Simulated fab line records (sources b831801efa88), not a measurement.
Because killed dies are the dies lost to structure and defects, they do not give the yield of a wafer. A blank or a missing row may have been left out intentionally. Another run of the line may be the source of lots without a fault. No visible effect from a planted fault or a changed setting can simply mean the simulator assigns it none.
Chamber matching :: flow gf180mcu :: pecvd-03 running GF_V5_CVD_02: 3 sister chambers
The step deposits SiO2 from TEOS, target thk 1450 nm, time 163.28 s. 6 wafers are shown with their chamber, then 7 later ones without.

## WAFERS PAIRED WITH THEIR CHAMBERS
wafer: L881.6
chamber: 0
heater power outer w (W): 338
heater power w (W): 580

wafer: L885.1
chamber: 2
heater power outer w (W): 367
heater power w (W): 628

wafer: L885.4
chamber: 2
heater power outer w (W): 424
heater power w (W): 689

wafer: L885.6
chamber: 1
heater power outer w (W): 390
heater power w (W): 731

wafer: L886.4
chamber: 0
heater power outer w (W): 440
heater power w (W): 713

wafer: L886.5
chamber: 1
heater power outer w (W): 385
heater power w (W): 713

## WAFERS MISSING THEIR CHAMBER
wafer: L886.6
heater power outer w (W): 448
heater power w (W): 699

wafer: L889.1
heater power outer w (W): 444
heater power w (W): 716

wafer: L889.4
heater power outer w (W): 363
heater power w (W): 666

wafer: L889.6
heater power outer w (W): 341
heater power w (W): 589

wafer: L891.2
heater power outer w (W): 345
heater power w (W): 654

wafer: L891.5
heater power outer w (W): 392
heater power w (W): 686

wafer: L891.6
heater power outer w (W): 448
heater power w (W): 717

## WHICH CHAMBER EACH ONE RAN IN
wafer: L886.6
from the rows above: can't be placed: 2 or 1 or 0
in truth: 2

wafer: L889.1
from the rows above: can't be placed: 1 or 2 or 0
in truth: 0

wafer: L889.4
from the rows above: can't be placed: 0 or 2 or 1
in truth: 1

wafer: L889.6
from the rows above: can't be placed: 0 or 2 or 1
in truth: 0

wafer: L891.2
from the rows above: can't be placed: 0 or 2 or 1
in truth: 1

wafer: L891.5
from the rows above: can't be placed: 2 or 1 or 0
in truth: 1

wafer: L891.6
from the rows above: can't be placed: 1 or 2 or 0
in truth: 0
Correct placement for 0 of the 7. Unplaceable from these rows: 7, with the true chamber sitting among the candidates in 7. 0 placed wrongly.
How it was worked out, from the rows above alone: a wafer's distance from a chamber is the root of the sum, over the readings, of the square of ((its reading less the chamber's mean) divided by the reading's scatter). The wafer belongs to the nearest chamber; if the next one is less than 2 further off, it can't be placed. The mean given for a chamber averages the wafers shown for that chamber. How the scatter is found: for the shown wafers, subtract from each reading the mean of its chamber, square and add these, divide the total by (wafers less chambers), then take the root.
